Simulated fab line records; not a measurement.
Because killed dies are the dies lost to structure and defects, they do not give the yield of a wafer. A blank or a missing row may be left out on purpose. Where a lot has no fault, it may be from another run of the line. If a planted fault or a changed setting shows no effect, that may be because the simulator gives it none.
fab line records	flow sky130
record lots=11	wafers=31	last-day=50
route steps=708 shown DNWELL@44 NWELL@64 VT_ADJUST_LVTN@106 PAD_OPEN@708
lots that met no fault: from a run of the same line without faults
start-h: hours from the record's first day to the start of the lot's first wafer shown	wait-h: how many hours have passed since the lot's step before this one	" as in the row above	L1.1+2: several wafers, shown together as one row	- no value, or no start was given	* or withheld: withheld	< > ~ a bound
route shown NAME@n: a module of which the file shows steps, and the number in the route of the first	usual: mean and standard deviation over wafers with no fault	same: alike in all rows	chamber/n: place in a boat	sites: each site's reading	_std_site: standard deviation across them	_edge_site: the outer-site mean with the inner-site mean subtracted	radius-mm: how far each site lies from the wafer's centre	mask NAME#n: copy n	behind: the tool/chamber that last shaped the wafer	hold: what put the lot on hold/how long, in hours/how the hold closed	device: which transistor (n, p or np) failed to switch	end of line: tests of these same wafers at the route's end	a step with no rows: only its recipe	killed: the dies lost at the first sort to structure and to defects; this is not the yield of the wafer	map: a wafer's dies, x killed, . not, _ none there
set.NAME: the setting as run; set.NAME@STEP: as run at that earlier step	model.NAME: the simulator's own value behind a step, which no gauge read
steps of the route over a sample of lots; a table a step, a row a wafer
services: a tool's chamber out of use, with start hour (start-h, from the record's first day; less than 0 if before it), hours out, and reason
## steps
# step SKY_DNWELL_TW_MEAS_09
# usual DNWELL_TW=1123/9.6
lot.wafer	tool	chamber	start-h	wait-h	DNWELL_TW
L398.3	film-metro-02	-	51.20	0.1	1107
L398.4	"	-	"	"	1108
L398.5	"	-	"	"	1107
L399.1	film-metro-04	-	55.57	0.1	1141
L399.4	"	-	"	"	1140
L399.6	"	-	"	"	1138
L403.1	film-metro-01	-	79.20	0.1	1122
L403.4	"	-	"	"	1128
L403.6	"	-	"	"	1129
L405.2	film-metro-04	-	88.71	0.1	1132
L405.3	"	-	"	"	1130
L405.6	"	-	"	"	1132
L408.2	film-metro-04	-	105.59	0.1	1134
L408.5	"	-	"	"	1136
L410.2	film-metro-04	-	114.74	0.1	1136
L410.6	"	-	"	"	1131
L412.1	film-metro-02	-	127.02	0.1	1111
L412.2	"	-	"	"	1107
L412.5	"	-	"	"	1112
L413.1	film-metro-02	-	132.67	0.1	1114
L413.5	"	-	"	"	1116
L413.6	"	-	"	"	1113
L419.1	film-metro-02	-	164.25	0.1	1126
L419.3	"	-	"	"	1133
L419.5	"	-	"	"	1129
L420.1	film-metro-01	-	169.63	0.1	1115
L420.3	"	-	"	"	1118
L420.6	"	-	"	"	1116
L421.2	film-metro-04	-	172.83	0.1	1141
L421.3	"	-	"	"	1134
L421.5	"	-	"	"	1135
# step SKY_NWELL_IMPLANT_11
# recipe species=P	energy-kev=400	dose-cm2=1.9e+13	tilt-deg=withheld
# usual beam-on-s=10.00/0.18	dose-ions-cm2=1.8994e+13/2.1e+10	faraday-current-uA=107.2/1.9
lot.wafer	tool	chamber	start-h	wait-h	beam-on-s	dose-ions-cm2	faraday-current-uA
L398.3	implanter-04	0	84.49	0.1	10.07	1.8984e+13	105.8
L398.4	"	0	"	"	9.80	1.9007e+13	109.2
L398.5	"	0	"	"	9.98	1.8971e+13	107.5
L399.1	implanter-01	0	89.84	0.0	10.40	1.8963e+13	102.3
L399.4	"	0	"	"	9.90	1.9007e+13	108.3
L399.6	"	0	"	"	10.00	1.8989e+13	107.2
L403.1	implanter-01	0	113.64	0.0	9.96	1.9021e+13	107.6
L403.4	"	0	"	"	10.01	1.899e+13	106.9
L403.6	"	0	"	"	10.05	1.9023e+13	106.5
L405.2	implanter-04	0	123.26	0.0	8.56	1.9002e+13	125.9
L405.3	"	0	"	"	10.23	1.9006e+13	104.9
L405.6	"	0	"	"	10.30	1.8974e+13	103.8
L408.2	implanter-04	0	143.58	0.0	8.25	1.899e+13	129.9
L408.5	"	0	"	"	9.99	1.8949e+13	106.9
L410.2	implanter-04	0	152.18	0.0	8.62	1.8988e+13	124.4
L410.6	"	0	"	"	10.10	1.8964e+13	106.1
L412.1	implanter-03	0	163.68	0.0	10.26	1.8997e+13	104.5
L412.2	"	0	"	"	9.90	1.8997e+13	108.7
L412.5	"	0	"	"	10.02	1.8981e+13	106.6
L413.1	implanter-01	0	171.26	0.0	9.89	1.9015e+13	108.3
L413.5	"	0	"	"	9.80	1.8981e+13	108.9
L413.6	"	0	"	"	10.11	1.9025e+13	106.2
L419.1	implanter-01	0	204.18	0.0	10.14	1.8964e+13	106.0
L419.3	"	0	"	"	9.89	1.8995e+13	107.7
L419.5	"	0	"	"	10.25	1.8943e+13	104.5
L420.1	implanter-03	0	209.60	0.0	9.86	1.9017e+13	108.3
L420.3	"	0	"	"	9.91	1.8949e+13	107.9
L420.6	"	0	"	"	10.28	1.8986e+13	104.3
L421.2	implanter-04	0	212.53	0.0	10.18	1.8993e+13	105.0
L421.3	"	0	"	"	9.84	1.8959e+13	108.3
L421.5	"	0	"	"	10.44	1.8991e+13	102.6
# step SKY_NWELL_STRIP_14
# recipe chemistry=O2/N2	power-w=1400	pressure-mtorr=1500	platen-temp-c=withheld	o2-flow-sccm=3000	n2-flow-sccm=300	overash-fraction=0.5
# usual drypump-motor-current-A=5.7/0.52	oes-product-au=0.722/0.0045	strip-time-to-endpoint-s=36.93/0.1
lot.wafer	tool	chamber	start-h	wait-h	drypump-motor-current-A	oes-product-au	rf-hours-counter-h	strip-time-to-endpoint-s
L398.3	plasma-asher-01	1	84.92	0.1	5.0	0.715	-	36.86
L398.4	"	0	"	"	6.4	0.716	-	36.90
L398.5	"	1	"	"	5.0	0.719	-	36.86
L399.1	plasma-asher-01	1	90.29	0.1	5.0	0.725	37	36.93
L399.4	"	0	"	"	6.4	0.727	-	36.98
L399.6	"	0	"	"	6.4	0.723	-	36.97
L403.1	plasma-asher-01	1	114.09	0.1	5.0	0.722	40	36.91
L403.4	"	0	"	"	6.4	0.726	-	36.91
L403.6	"	0	"	"	6.4	0.721	-	36.85
L405.2	plasma-asher-04	0	123.68	0.1	6.2	0.722	46	36.86
L405.3	"	1	"	"	5.2	0.725	-	36.94
L405.6	"	1	"	"	5.2	0.718	-	36.94
L408.2	plasma-asher-04	1	144.00	0.1	5.2	0.729	48	36.97
L408.5	"	0	"	"	6.1	0.730	-	36.94
L410.2	plasma-asher-04	1	152.61	0.1	5.2	0.722	49	36.83
L410.6	"	1	"	"	5.2	0.719	-	36.82
L412.1	plasma-asher-03	0	164.13	0.1	5.7	0.724	5	36.91
L412.2	"	1	"	"	5.7	0.726	5	36.98
L412.5	"	1	"	"	5.7	0.723	-	36.97
L413.1	plasma-asher-01	1	171.71	0.1	5.0	0.726	44	36.88
L413.5	"	0	"	"	6.4	0.715	-	36.95
L413.6	"	1	"	"	5.0	0.727	-	36.81
L419.1	plasma-asher-01	1	204.63	0.1	4.9	0.724	47	36.87
L419.3	"	0	"	"	6.4	0.729	-	36.95
L419.5	"	0	"	"	6.4	0.718	-	36.96
L420.1	plasma-asher-04	1	210.05	0.1	5.2	0.725	55	37.08
L420.3	"	1	"	"	5.2	0.732	-	36.99
L420.6	"	0	"	"	6.1	0.728	-	37.00
L421.2	plasma-asher-04	1	212.96	0.1	5.2	0.714	55	36.91
L421.3	"	0	"	"	6.1	0.722	-	36.98
L421.5	"	0	"	"	6.1	0.723	-	37.00
# step SKY_NWELL_TW_MEAS_15
# usual NWELL_TW=1837/15
lot.wafer	tool	chamber	start-h	wait-h	hold	NWELL_TW
L398.3	film-metro-04	-	85.01	0.1	-	1839
L398.4	"	-	"	"	-	1852
L398.5	"	-	"	"	-	1852
L399.1	film-metro-01	-	90.39	0.1	-	1835
L399.4	"	-	"	"	-	1837
L399.6	"	-	"	"	-	1838
L403.1	film-metro-01	-	114.19	0.1	-	1828
L403.4	"	-	"	"	-	1827
L403.6	"	-	"	"	-	1828
L405.2	film-metro-04	-	123.79	0.1	await-dispo/0.2h/release	1767
L405.3	"	-	"	"	await-dispo/0.2h/release	1865
L405.6	"	-	"	"	await-dispo/0.2h/release	1858
L405.2	film-metro-04	-	124.02	0.2	-	1763
L405.3	"	-	"	"	-	1865
L405.6	"	-	"	"	-	1863
L408.2	film-metro-01	-	144.11	0.1	await-dispo/0.2h/release	1722
L408.5	"	-	"	"	await-dispo/0.2h/release	1832
L408.2	film-metro-01	-	144.34	0.2	-	1728
L408.5	"	-	"	"	-	1836
L410.2	film-metro-01	-	152.72	0.1	await-dispo/0.2h/release	1730
L410.6	"	-	"	"	await-dispo/0.2h/release	1814
L410.2	film-metro-01	-	152.94	0.2	-	1730
L410.6	"	-	"	"	-	1828
L412.1	film-metro-04	-	164.23	0.1	-	1840
L412.2	"	-	"	"	-	1843
L412.5	"	-	"	"	-	1846
L413.1	film-metro-02	-	171.81	0.1	-	1823
L413.5	"	-	"	"	-	1830
L413.6	"	-	"	"	-	1821
L419.1	film-metro-04	-	204.73	0.1	-	1853
L419.3	"	-	"	"	-	1862
L419.5	"	-	"	"	-	1852
L420.1	film-metro-02	-	210.15	0.1	-	1818
L420.3	"	-	"	"	-	1821
L420.6	"	-	"	"	-	1817
L421.2	film-metro-02	-	213.07	0.1	-	1809
L421.3	"	-	"	"	-	1811
L421.5	"	-	"	"	-	1816
# step SKY_NWELL_RS_MEAS_29
# recipe thk-meas-gauge=four-point-probe
# usual NWELL_RS=624.8/1.5
lot.wafer	tool	chamber	start-h	wait-h	hold	NWELL_RS[ohm/sq]
L398.3	film-metro-04	-	102.09	0.1	-	625.9
L398.4	"	-	"	"	-	626.6
L398.5	"	-	"	"	-	627.1
L399.1	film-metro-04	-	107.96	0.1	-	624.0
L399.4	"	-	"	"	-	624.4
L399.6	"	-	"	"	-	624.2
L403.1	film-metro-04	-	133.27	0.1	-	626.7
L403.4	"	-	"	"	-	626.6
L403.6	"	-	"	"	-	627.1
L405.2	film-metro-04	-	143.04	0.1	await-dispo/0.2h/release	685.4
L405.3	"	-	"	"	await-dispo/0.2h/release	624.0
L405.6	"	-	"	"	await-dispo/0.2h/release	622.9
L405.2	film-metro-04	-	143.40	0.3	-	685.5
L405.3	"	-	"	"	-	623.5
L405.6	"	-	"	"	-	623.6
L408.2	film-metro-02	-	163.44	0.1	await-dispo/0.2h/release	687.9
L408.5	"	-	"	"	await-dispo/0.2h/release	626.7
L408.2	film-metro-02	-	163.80	0.3	-	687.1
L408.5	"	-	"	"	-	625.9
L410.2	film-metro-04	-	171.77	0.1	await-dispo/0.2h/release	687.5
L410.6	"	-	"	"	await-dispo/0.2h/release	623.4
L410.2	film-metro-04	-	172.13	0.3	-	686.4
L410.6	"	-	"	"	-	624.0
L412.1	film-metro-02	-	184.22	0.1	-	627.3
L412.2	"	-	"	"	-	625.4
L412.5	"	-	"	"	-	627.2
L413.1	film-metro-02	-	191.42	0.1	-	626.0
L413.5	"	-	"	"	-	625.1
L413.6	"	-	"	"	-	627.1
L419.1	film-metro-02	-	226.01	0.1	-	625.6
L419.3	"	-	"	"	-	625.1
L419.5	"	-	"	"	-	624.0
L420.1	film-metro-04	-	230.92	0.1	-	622.2
L420.3	"	-	"	"	-	622.9
L420.6	"	-	"	"	-	625.1
L421.2	film-metro-02	-	235.23	0.1	-	627.6
L421.3	"	-	"	"	-	628.5
L421.5	"	-	"	"	-	627.6
# step SKY_VT_ADJUST_LVTN_STRIP_09
# recipe chemistry=O2/N2	power-w=1400	pressure-mtorr=1500	platen-temp-c=withheld	o2-flow-sccm=3000	n2-flow-sccm=300	overash-fraction=0.5
# usual drypump-motor-current-A=5.7/0.34	oes-product-au=0.723/0.0048	strip-time-to-endpoint-s=36.88/0.098
lot.wafer	tool	chamber	start-h	wait-h	drypump-motor-current-A	oes-product-au	rf-hours-counter-h	strip-time-to-endpoint-s
L398.3	plasma-asher-02	0	139.90	0.1	6.1	0.722	-	36.78
L398.4	"	1	"	"	5.4	0.724	-	36.72
L398.5	"	0	"	"	6.1	0.725	-	36.87
L399.1	plasma-asher-03	0	145.26	0.1	5.8	0.739	3	36.76
L399.4	"	1	"	"	5.7	0.723	-	36.90
L399.6	"	0	"	"	5.8	0.726	-	36.68
L403.1	plasma-asher-03	1	172.11	0.1	5.7	0.716	6	37.11
L403.4	"	1	"	"	5.7	0.720	-	37.06
L403.6	"	0	"	"	5.8	0.717	-	37.17
L405.2	plasma-asher-03	1	182.17	0.1	5.7	0.718	7	36.96
L405.3	"	1	"	"	5.7	0.714	-	36.98
L405.6	"	1	"	"	5.7	0.729	-	36.98
L408.2	plasma-asher-04	1	204.01	0.1	5.2	0.715	54	36.83
L408.5	"	1	"	"	5.2	0.730	-	36.90
L410.2	plasma-asher-02	0	212.52	0.1	6.1	0.726	40	37.05
L410.6	"	1	"	"	5.5	0.720	-	36.97
L412.1	plasma-asher-04	0	225.78	0.1	6.1	0.714	56	36.75
L412.2	"	1	"	"	5.2	0.726	56	36.78
L412.5	"	0	"	"	6.1	0.720	-	36.81
L413.1	plasma-asher-02	0	232.31	0.1	6.1	0.720	42	36.72
L413.5	"	0	"	"	6.1	0.729	-	36.80
L413.6	"	1	"	"	5.4	0.721	-	36.68
L419.1	plasma-asher-02	1	270.87	0.1	5.5	0.722	46	36.87
L419.3	"	0	"	"	6.1	0.716	-	36.81
L419.5	"	0	"	"	6.1	0.717	-	36.83
L420.1	plasma-asher-03	1	277.51	0.1	5.7	0.728	16	36.76
L420.3	"	0	"	"	5.8	0.724	-	36.76
L420.6	"	1	"	"	5.7	0.728	-	36.85
L421.2	plasma-asher-03	0	281.07	0.1	5.8	0.722	16	36.81
L421.3	"	1	"	"	5.7	0.719	-	36.83
L421.5	"	0	"	"	5.7	0.731	-	36.77
# step SKY_PAD_OPEN_PROBE_99
# usual killed_at_M0_to_M3=42/7.4	killed_at_M4_up=3.4/1.8	killed-at-contacts=25/5.4	killed-at-front-end=15/4.4	killed-at-other=0.2/0.52	killed-dies=86/9.3	killed-open=47/7.6	killed-short=39/6.5
# same gross-dies=492	killed-at-back-side=0
lot.wafer	tool	chamber	start-h	wait-h	killed_at_M0_to_M3	killed_at_M4_up	killed-at-contacts	killed-at-front-end	killed-at-other	killed-dies	killed-open	killed-short
L403.1	prober-01	-	1099.96	0.1	41	2	25	15	0	83	50	33
L403.4	prober-01	-	1100.11	0.2	53	5	15	16	0	89	42	47
L403.6	prober-01	-	1100.21	0.2	38	7	31	14	0	90	56	34
L405.3	prober-01	-	1112.22	0.2	47	3	27	24	0	101	50	51
L408.2	prober-02	-	1128.70	0.1	45	3	19	12	1	80	41	39
L408.5	prober-02	-	1128.85	0.2	36	5	20	17	0	78	34	44
L410.2	prober-02	-	1138.26	0.1	49	2	25	17	0	93	50	43
L410.6	prober-02	-	1138.46	0.2	42	3	27	21	1	94	58	36
L412.1	prober-02	-	1143.60	0.1	35	0	23	14	0	72	40	32
L412.2	prober-02	-	1143.65	0.1	34	0	26	19	0	79	43	36
L412.5	prober-02	-	1143.80	0.2	45	4	25	10	0	84	48	36
L420.1	prober-01	-	1188.15	0.1	33	4	25	19	0	81	36	45
L420.3	prober-01	-	1188.25	0.2	46	0	27	16	0	89	47	42
L420.6	prober-01	-	1188.40	0.2	45	0	34	16	0	95	46	49
L421.2	prober-02	-	1191.60	0.1	52	2	20	19	0	93	52	41
L421.3	prober-02	-	1191.65	0.2	44	3	18	14	0	79	45	34
L421.5	prober-02	-	1191.75	0.2	43	1	27	19	1	91	46	45
# killed by level:class
L403.1 CONTACT:geometric-particle:open=11 VIA1:geometric-particle:open=10 VIA1:geometric-particle:short=7 VIA3:geometric-particle:open=6 VIA2:geometric-particle:open=6 METAL2:geometric-particle:short=6 FIELD_ISO:geometric-particle:short=5 FIELD_ISO:geometric-particle:open=5
L403.4 VIA1:geometric-particle:open=9 VIA1:geometric-particle:short=9 METAL1:geometric-particle:short=7 VIA3:geometric-particle:open=7 METAL2:geometric-particle:short=6 VIA2:geometric-particle:open=6 FIELD_ISO:geometric-particle:short=5 POLY_GATE:geometric-particle:short=5
L403.6 CONTACT:geometric-particle:open=17 VIA1:geometric-particle:open=11 METAL4:geometric-particle:short=6 LI_CONTACT:geometric-particle:open=5 VIA3:geometric-particle:open=5 METAL2:geometric-particle:short=5 METAL1:geometric-particle:short=4 VIA1:geometric-particle:short=4
L405.3 LI_CONTACT:geometric-particle:open=11 CONTACT:geometric-particle:open=11 FIELD_ISO:geometric-particle:short=9 METAL2:geometric-particle:short=9 VIA1:geometric-particle:short=7 VIA1:geometric-particle:open=7 VIA3:geometric-particle:open=7 METAL1:geometric-particle:short=5
L408.2 VIA1:geometric-particle:open=15 VIA1:geometric-particle:short=7 CONTACT:geometric-particle:short=7 VIA2:geometric-particle:open=7 FIELD_ISO:geometric-particle:short=5 LI_CONTACT:geometric-particle:open=5 METAL2:geometric-particle:short=5 LOCAL_INTERCONNECT:geometric-particle:short=4
L408.5 VIA1:geometric-particle:open=8 VIA1:geometric-particle:short=7 CONTACT:geometric-particle:short=6 METAL2:geometric-particle:short=6 POLY_GATE:geometric-particle:short=5 CONTACT:geometric-particle:open=5 LOCAL_INTERCONNECT:geometric-particle:short=4 VIA2:geometric-particle:open=4
L410.2 LI_CONTACT:geometric-particle:open=10 CONTACT:geometric-particle:open=8 VIA1:geometric-particle:open=8 VIA2:geometric-particle:open=8 VIA3:geometric-particle:open=7 FIELD_ISO:geometric-particle:short=6 METAL2:geometric-particle:short=6 METAL1:geometric-particle:short=5
L410.6 CONTACT:geometric-particle:open=14 VIA1:geometric-particle:open=14 FIELD_ISO:geometric-particle:short=10 VIA2:geometric-particle:open=6 VIA3:geometric-particle:open=6 FIELD_ISO:geometric-particle:open=5 LI_CONTACT:geometric-particle:open=5 VIA1:geometric-particle:short=5
L412.1 LI_CONTACT:geometric-particle:open=8 CONTACT:geometric-particle:open=7 VIA1:geometric-particle:open=7 METAL2:geometric-particle:short=5 VIA2:geometric-particle:open=5 FIELD_ISO:geometric-particle:short=4 VIA3:geometric-particle:open=4 METAL2:geometric-particle:open=4
L412.2 CONTACT:geometric-particle:open=9 VIA1:geometric-particle:open=9 LI_CONTACT:geometric-particle:open=8 VIA1:geometric-particle:short=6 METAL2:geometric-particle:short=6 CONTACT:geometric-particle:short=5 FIELD_ISO:geometric-particle:short=4 POLY_GATE:geometric-particle:open=4
L412.5 VIA1:geometric-particle:open=9 VIA3:geometric-particle:open=8 CONTACT:geometric-particle:short=6 CONTACT:geometric-particle:open=6 LI_CONTACT:geometric-particle:open=5 METAL1:geometric-particle:short=5 VIA1:geometric-particle:short=5 METAL2:geometric-particle:short=5
L420.1 CONTACT:geometric-particle:short=7 FIELD_ISO:geometric-particle:short=6 LI_CONTACT:geometric-particle:open=6 CONTACT:geometric-particle:open=6 VIA3:geometric-particle:open=6 METAL1:geometric-particle:short=6 METAL2:geometric-particle:short=5 VIA2:geometric-particle:short=4
L420.3 CONTACT:geometric-particle:open=12 VIA1:geometric-particle:open=8 VIA2:geometric-particle:open=7 METAL3:geometric-particle:short=6 POLY_GATE:geometric-particle:short=5 METAL1:geometric-particle:short=5 VIA1:geometric-particle:short=5 VIA3:geometric-particle:open=5
L420.6 CONTACT:geometric-particle:open=12 LI_CONTACT:geometric-particle:open=10 VIA1:geometric-particle:open=9 VIA1:geometric-particle:short=9 LOCAL_INTERCONNECT:geometric-particle:short=6 METAL1:geometric-particle:short=6 METAL2:geometric-particle:short=6 FIELD_ISO:geometric-particle:open=5
L421.2 VIA1:geometric-particle:open=11 POLY_GATE:geometric-particle:open=7 LI_CONTACT:geometric-particle:open=7 METAL2:geometric-particle:short=7 VIA2:geometric-particle:open=7 CONTACT:geometric-particle:open=6 VIA1:geometric-particle:short=6 POLY_GATE:geometric-particle:short=5
L421.3 LI_CONTACT:geometric-particle:open=9 VIA2:geometric-particle:open=8 VIA1:geometric-particle:open=8 FIELD_ISO:geometric-particle:short=6 METAL2:geometric-particle:short=6 VIA1:geometric-particle:short=5 VIA3:geometric-particle:open=5 POLY_GATE:geometric-particle:open=4
L421.5 VIA3:geometric-particle:open=14 LI_CONTACT:geometric-particle:open=8 VIA1:geometric-particle:open=8 POLY_GATE:geometric-particle:short=7 CONTACT:geometric-particle:open=7 LI_CONTACT:geometric-particle:short=5 CONTACT:geometric-particle:short=5 VIA1:geometric-particle:short=5
## services
tool	chamber	start-h	hours	kind
plasma-asher-04	-	73.36	0.8	repair
implanter-04	-	76.54	3.5	pm
plasma-asher-03	-	80.34	2.8	pm
plasma-asher-03	-	108.75	9.0	pm
plasma-asher-03	0	108.75	9.0	vent-cycle
plasma-asher-03	1	108.75	9.0	vent-cycle
plasma-asher-03	0	117.75	-	clean
plasma-asher-03	1	117.75	-	clean
implanter-03	-	119.39	5.8	repair
plasma-asher-01	-	121.35	14.6	pm
implanter-03	-	131.47	5.3	pm
implanter-01	-	151.28	6.5	pm
plasma-asher-03	-	159.55	1.3	repair
plasma-asher-01	-	177.14	4.3	pm
implanter-03	-	182.36	6.3	repair
implanter-01	-	208.20	6.0	repair
plasma-asher-03	-	210.47	2.5	repair
implanter-03	-	243.46	2.7	pm
implanter-04	-	248.28	1.0	repair
plasma-asher-02	-	267.51	2.9	repair
## key
first-sign step=SKY_NWELL_IMPLANT_11	reading=faraday-current-uA	direction=up	sigmas=10	usual=107.2	struck=126.7
effect step=SKY_NWELL_IMPLANT_11	reading=beam-on-s	direction=down	sigmas=8.3	usual=10.00	struck=8.48
effect step=SKY_NWELL_TW_MEAS_15	reading=visit	direction=added
effect step=SKY_NWELL_TW_MEAS_15	reading=NWELL_TW	direction=down	sigmas=6.4	usual=1837	struck=1740
effect step=SKY_NWELL_RS_MEAS_29	reading=visit	direction=added
effect step=SKY_NWELL_RS_MEAS_29	reading=NWELL_RS	direction=up	sigmas=42	usual=624.8	struck=686.9
met-at SKY_NWELL_IMPLANT_11
struck-lots L405,L408,L410
struck-wafers L405.2,L408.2,L410.2
tester-left-out L405,L408,L410
not-acting-at SKY_DNWELL_TW_MEAS_09,SKY_NWELL_STRIP_14,SKY_VT_ADJUST_LVTN_STRIP_09
onset-between 84.49 123.26
fault kind=process-parameter-drift	tool=implanter-04	chamber=-	onset-h=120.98	steps=SKY_NWELL_IMPLANT_11	channel=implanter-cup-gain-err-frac	offset=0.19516	shape=step	end-h=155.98	scope=struck-wafers-only
# tester-left-out: of these lots the tester's yield and bins aren't shown, on N5 and GAA mostly nor the transistor test; their killed dies are dies lost to structure and defects alone, not to doping, threshold or leakage, so they don't give the yield
